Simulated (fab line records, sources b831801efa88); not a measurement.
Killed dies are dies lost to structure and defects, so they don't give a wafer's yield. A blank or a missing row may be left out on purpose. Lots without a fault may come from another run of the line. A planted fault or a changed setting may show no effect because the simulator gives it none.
Which tool did it? | flow sfq_line | 15 lots, 43 wafers sampled, at 5 steps of a route of 325

WHAT THE GAUGES READ, wafer by wafer
The record holds no reading of a measuring or inspecting step that can be judged against a usual standard deviation.

WHICH TOOL RAN EACH LOT (tool, then ch and the chambers of the sampled wafers, then the start)
lot  | SFQ_TRILAYER_L0_CAP_PECVD_011  | SFQ_TRILAYER_L0_VIA_ETCH_VIA_ETCH_016 | SFQ_TRILAYER_I4_DEP_PECVD_099   | SFQ_TRILAYER_R5_DEP_SPUTTER_132 | SFQ_TRILAYER_R5_STRIP_STRIP_140
L564 | pecvd-02 ch 0,2, day 3 01:52   | rie_diel-03 ch 0,1, day 4 19:08       | pecvd-04 ch 0,1, day 41 12:05   | pvd_sputter-03, day 58 21:25    | rie_metal-04 ch 0,1, day 59 00:13
L565 | pecvd-02 ch 1,2, day 3 07:10   | rie_diel-03 ch 2,3, day 4 23:56       | pecvd-01 ch 0,1,2, day 41 22:55 | pvd_sputter-03, day 59 05:49    | rie_metal-03 ch 0,1, day 60 10:13
L566 | pecvd-02 ch 1,2, day 3 13:10   | rie_diel-03 ch 1,2, day 5 08:20       | pecvd-01 ch 0,1, day 42 21:43   | pvd_sputter-03, day 59 21:17    | rie_metal-01 ch 1, day 60 11:56
L567 | pecvd-02 ch 0,1, day 3 18:13   | rie_diel-01 ch 0,1,3, day 5 14:20     | pecvd-02 ch 0,1,2, day 43 17:11 | pvd_sputter-03, day 60 13:16    | rie_metal-03 ch 0,1, day 60 15:56
L569 | pecvd-02 ch 0,1, day 4 07:57   | rie_diel-01 ch 1,3, day 6 03:05       | pecvd-01 ch 0,1, day 44 21:58   | pvd_sputter-03, day 61 21:37    | rie_metal-04 ch 0, day 62 03:16
L570 | pecvd-02 ch 0,1, day 4 13:57   | rie_diel-04 ch 0,2, day 6 07:53       | pecvd-02 ch 1, day 45 17:20     | pvd_sputter-03, day 62 02:56    | rie_metal-04 ch 0, day 62 06:54
L571 | pecvd-03 ch 0,1, day 4 17:33   | rie_diel-03 ch 1,2, day 6 11:29       | pecvd-01 ch 0,1,2, day 51 21:26 | pvd_sputter-05, day 62 20:35    | rie_metal-01 ch 0,1, day 63 00:08
L576 | pecvd-03 ch 0,1, day 5 21:09   | rie_diel-01 ch 1,2, day 7 13:41       | pecvd-04 ch 1,2, day 53 17:23   | pvd_sputter-04, day 64 10:49    | rie_metal-04 ch 0,1, day 68 22:50
L578 | pecvd-01 ch 0,2, day 6 06:18   | rie_diel-01 ch 0,1, day 7 23:17       | pecvd-02 ch 1,2, day 53 22:01   | pvd_sputter-05, day 64 16:28    | rie_metal-04 ch 0,1, day 69 02:26
L579 | pecvd-01 ch 0,2, day 6 11:07   | rie_diel-04 ch 0,1,2, day 8 01:41     | pecvd-01 ch 0,1,2, day 53 23:14 | pvd_sputter-04, day 64 17:19    | rie_metal-04 ch 0, day 69 04:50
L582 | pecvd-03 ch 1,2, day 7 00:17   | rie_diel-03 ch 1,2, day 8 17:23       | pecvd-04 ch 0,1, day 54 02:49   | pvd_sputter-04, day 64 22:49    | rie_metal-03 ch 0,1, day 69 11:25
L583 | pecvd-03 ch 1,2, day 7 06:19   | rie_diel-03 ch 2,3, day 8 23:23       | pecvd-02 ch 0,2, day 54 04:48   | pvd_sputter-05, day 65 01:49    | rie_metal-01 ch 1, day 69 12:56
L584 | pecvd-01 ch 1,2, day 7 12:05   | rie_diel-04 ch 0,1,2, day 9 04:11     | pecvd-01 ch 1,2, day 54 05:14   | pvd_sputter-03, day 65 03:28    | rie_metal-03 ch 0,1, day 69 15:01
L585 | pecvd-02 ch 0,1,2, day 7 17:07 | rie_diel-03 ch 0,2,3, day 9 08:59     | pecvd-04 ch 0,1, day 54 07:12   | pvd_sputter-05, day 65 07:01    | rie_metal-04 ch 1, day 69 17:25
L586 | pecvd-02 ch 0,1,2, day 7 20:29 | rie_diel-01 ch 0,2,3, day 9 12:35     | pecvd-02 ch 0,1,2, day 54 07:37 | pvd_sputter-03, day 65 10:01    | rie_metal-01 ch 0,1, day 69 18:37
- SFQ_TRILAYER_L0_CAP_PECVD_011: deposits SiO2 from SiH4/N2O, time 13.333 s, target thk 60 nm.
- SFQ_TRILAYER_L0_VIA_ETCH_VIA_ETCH_016: etches SiO2 in CHF3, stops on MoNx KI, target depth 80 nm.
- SFQ_TRILAYER_I4_DEP_PECVD_099: deposits SiO2 from SiH4/N2O, time 111.11 s, target thk 500 nm.
- SFQ_TRILAYER_R5_DEP_SPUTTER_132: material Ti, target thk 5 nm, time 5 s.
- SFQ_TRILAYER_R5_STRIP_STRIP_140: strips in O2.

WHAT THE TOOLS THEMSELVES READ (means of the sampled wafers that have a number; where no wafer has one, the mark that the record gives instead)
SFQ_TRILAYER_L0_CAP_PECVD_011.
lot  | tool     | chamber_pressure_Torr (Torr) | heater_power_w (W) | throttle_valve_pct (%)
L564 | pecvd-02 | 2.404                        | 94                 | 27.3
L565 | pecvd-02 | 2.396                        | 103                | 26.2
L566 | pecvd-02 | 2.404                        | 93                 | 26.4
L567 | pecvd-02 | 2.402                        | 103                | 26.0
L569 | pecvd-02 | 2.398                        | 106                | 26.4
L570 | pecvd-02 | 2.402                        | 98                 | 26.2
L571 | pecvd-03 | 2.398                        | 100                | 24.0
L576 | pecvd-03 | 2.399                        | 101                | 24.2
L578 | pecvd-01 | 2.399                        | 70                 | 23.9
L579 | pecvd-01 | 2.392                        | 75                 | 23.1
L582 | pecvd-03 | 2.408                        | 89                 | 24.3
L583 | pecvd-03 | 2.393                        | 84                 | 24.3
L584 | pecvd-01 | 2.401                        | 62                 | 24.9
L585 | pecvd-02 | 2.402                        | 95                 | 26.7
L586 | pecvd-02 | 2.398                        | 99                 | 26.5

SFQ_TRILAYER_L0_VIA_ETCH_VIA_ETCH_016.
lot  | tool        | drypump_motor_current_A (A) | oes_product_au (a.u.)
L564 | rie_diel-03 | 5.9                         | 0.850
L565 | rie_diel-03 | 5.5                         | 0.848
L566 | rie_diel-03 | 5.7                         | 0.858
L567 | rie_diel-01 | 5.4                         | 0.828
L569 | rie_diel-01 | 5.4                         | 0.827
L570 | rie_diel-04 | 5.2                         | 0.820
L571 | rie_diel-03 | 5.8                         | 0.834
L576 | rie_diel-01 | 5.1                         | 0.841
L578 | rie_diel-01 | 5.3                         | 0.837
L579 | rie_diel-04 | 5.4                         | 0.841
L582 | rie_diel-03 | 5.7                         | 0.842
L583 | rie_diel-03 | 5.5                         | 0.847
L584 | rie_diel-04 | 5.4                         | 0.842
L585 | rie_diel-03 | 5.6                         | 0.842
L586 | rie_diel-01 | 5.3                         | 0.841

SFQ_TRILAYER_I4_DEP_PECVD_099.
lot  | tool     | chamber_pressure_Torr (Torr) | heater_power_w (W) | throttle_valve_pct (%)
L564 | pecvd-04 | 2.404                        | 66                 | 23.7
L565 | pecvd-01 | 2.400                        | 80                 | 24.2
L566 | pecvd-01 | 2.405                        | 78                 | 23.9
L567 | pecvd-02 | 2.396                        | 96                 | 24.0
L569 | pecvd-01 | 2.396                        | 70                 | 24.2
L570 | pecvd-02 | 2.399                        | 86                 | 23.4
L571 | pecvd-01 | 2.394                        | 78                 | 24.8
L576 | pecvd-04 | 2.396                        | 80                 | 24.2
L578 | pecvd-02 | 2.395                        | 95                 | 24.6
L579 | pecvd-01 | 2.398                        | 80                 | 24.7
L582 | pecvd-04 | 2.407                        | 73                 | 24.3
L583 | pecvd-02 | 2.396                        | 104                | 24.7
L584 | pecvd-01 | 2.399                        | 73                 | 25.2
L585 | pecvd-04 | 2.388                        | 72                 | 24.6
L586 | pecvd-02 | 2.403                        | 100                | 24.6

SFQ_TRILAYER_R5_DEP_SPUTTER_132.
lot  | tool           | throttle_valve_pct (%)
L564 | pvd_sputter-03 | 29.5
L565 | pvd_sputter-03 | 30.6
L566 | pvd_sputter-03 | 30.7
L567 | pvd_sputter-03 | 30.7
L569 | pvd_sputter-03 | 29.5
L570 | pvd_sputter-03 | 30.4
L571 | pvd_sputter-05 | 27.9
L576 | pvd_sputter-04 | 29.6
L578 | pvd_sputter-05 | 28.5
L579 | pvd_sputter-04 | 29.7
L582 | pvd_sputter-04 | 29.3
L583 | pvd_sputter-05 | 28.5
L584 | pvd_sputter-03 | 30.3
L585 | pvd_sputter-05 | 28.3
L586 | pvd_sputter-03 | 30.7

SFQ_TRILAYER_R5_STRIP_STRIP_140.
lot  | tool         | drypump_motor_current_A (A) | oes_product_au (a.u.)
L564 | rie_metal-04 | 5.9                         | 1.014
L565 | rie_metal-03 | 6.0                         | 1.000
L566 | rie_metal-01 | 5.6                         | 0.994
L567 | rie_metal-03 | 6.0                         | 1.006
L569 | rie_metal-04 | 6.2                         | 1.004
L570 | rie_metal-04 | 6.2                         | 1.013
L571 | rie_metal-01 | 5.2                         | 1.002
L576 | rie_metal-04 | 5.8                         | 1.015
L578 | rie_metal-04 | 5.9                         | 1.014
L579 | rie_metal-04 | 6.2                         | 0.998
L582 | rie_metal-03 | 6.0                         | 1.005
L583 | rie_metal-01 | 5.6                         | 1.029
L584 | rie_metal-03 | 6.0                         | 0.998
L585 | rie_metal-04 | 5.7                         | 1.017
L586 | rie_metal-01 | 5.2                         | 1.003

THE ANSWER, worked out from the rows above alone
Rule: what is usual is taken from the lots themselves. Put in order of their means at a reading, lots are off if they are a third of the lots or fewer, leave a main group of 4 or more, and stand apart from it by a gap of 3 or more times the standard deviation of the main group's means; of several such gaps the widest counts. A main group whose means are all the same, to the digits that the tables above print for the reading, isn't used. A lot without any number at a reading at which 4 lots or more have one is off too. The other lots that the step has rows for count as sound. The gauges are gone through in route order, then the tools' own readings, and for those a lot's mean is taken as printed above. The first step at which some lot is off is used, and at that step the reading that is off furthest; a lot without a number counts as furthest.
No lot is off at any reading shown: from this, nothing can be told.

WHAT THE SIMULATOR HAD PUT IN
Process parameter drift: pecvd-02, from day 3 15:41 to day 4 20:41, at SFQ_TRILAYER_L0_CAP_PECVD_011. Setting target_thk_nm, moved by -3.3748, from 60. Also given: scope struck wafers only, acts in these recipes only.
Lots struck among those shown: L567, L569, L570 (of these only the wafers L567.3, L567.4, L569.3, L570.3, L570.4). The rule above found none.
